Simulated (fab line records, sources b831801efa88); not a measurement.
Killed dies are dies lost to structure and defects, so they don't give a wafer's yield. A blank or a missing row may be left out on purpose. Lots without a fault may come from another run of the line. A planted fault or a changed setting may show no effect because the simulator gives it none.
One fault seen from 2 desks | flow gf180mcu | each desk has only its own numbers; what lay behind them comes last

THE TOOL OWNER'S DESK: litho_track-02
The tool's own readings at GF_POLY_GATE_PEB_08 (peb time 90 s): means of the sampled wafers that have a number, for each lot that ran on this tool. A lot is out of limits, marked OUT, if its mean lies more than 4 standard deviations from the usual mean; the brackets give that distance.
Columns: A = heater_power_total_W at GF_POLY_GATE_PEB_08, usual 85.71 W
lot  | first seen here | A
L196 | day 9 18:20     | 85.71
L193 | day 9 20:47     | 85.66
L199 | day 10 07:12    | 85.68
L204 | day 11 15:29    | 95.15 (+99 or more) OUT
This desk's finding: out of limits on L204; first on L204, day 11 15:29 (heater_power_total_W at GF_POLY_GATE_PEB_08). In limits: L196, L193, L199.

THE METROLOGY DESK
What the gauges read, lot by lot, whatever tool the lot ran on: means of the sampled wafers that have a number. A lot is out of limits, marked OUT, if its mean lies more than 4 standard deviations from the usual mean; the brackets give that distance.
Columns: A = DNWELL_TW at GF_DNWELL_TW_MEAS_09, usual 1345; B = DUAL_GATE_OXIDATION_00_THK at GF_DUAL_GATE_THK_MEAS_03, usual 10.89 nm; C = cd_nm at GF_POLY_GATE_CD_MEAS_10, usual 280.3 nm
lot  | first seen here | A    | B     | C
L196 | day 3 14:20     | 1347 | 10.90 | 280.3
L193 | day 3 15:17     | 1352 | 11.06 | 278.8
L197 | day 3 20:38     | 1362 | 10.73 | 280.0
L199 | day 4 01:58     | 1340 | 10.67 | 281.6
L204 | day 5 02:32     | 1357 | 10.85 | 289.1 (+8.0) OUT
L206 | day 5 13:23     | 1338 | 11.11 | 281.7
L208 | day 5 23:38     | 1347 | 10.90 | 279.7
L210 | day 6 10:03     | 1337 | 10.62 | 280.9
L211 | day 6 13:59     | 1339 | 10.68 | 280.9
L213 | day 7 03:08     | 1363 | 10.77 | 279.2
L214 | day 7 07:30     | 1341 | 10.89 | 280.7
L215 | day 7 12:57     | 1363 | 11.05 | 280.9
L216 | day 7 17:48     | 1327 | 10.98 | 280.4
This desk's finding: out of limits on L204; first on L204, day 11 15:50 (cd_nm at GF_POLY_GATE_CD_MEAS_10). In limits: L196, L193, L197, L199, L206, L208, L210, L211, L213, L214, L215, L216.

PUT TOGETHER
The tool owner's desk could have raised an alarm at day 11 15:29, on L204.
The metrology desk could have raised an alarm at day 11 15:50, on L204.
Of the lots named, all ran GF_POLY_GATE_PEB_08 on litho_track-02.

WHAT THE SIMULATOR HAD PUT IN
Process parameter drift: litho_track-02, from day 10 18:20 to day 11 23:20, at GF_POLY_GATE_PEB_08. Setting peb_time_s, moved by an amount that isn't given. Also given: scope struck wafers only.
Lots struck among those shown: L204.
Hours from the fault's start to each desk's first reading out of limits: the tool owner's desk, 21; the metrology desk, 22.
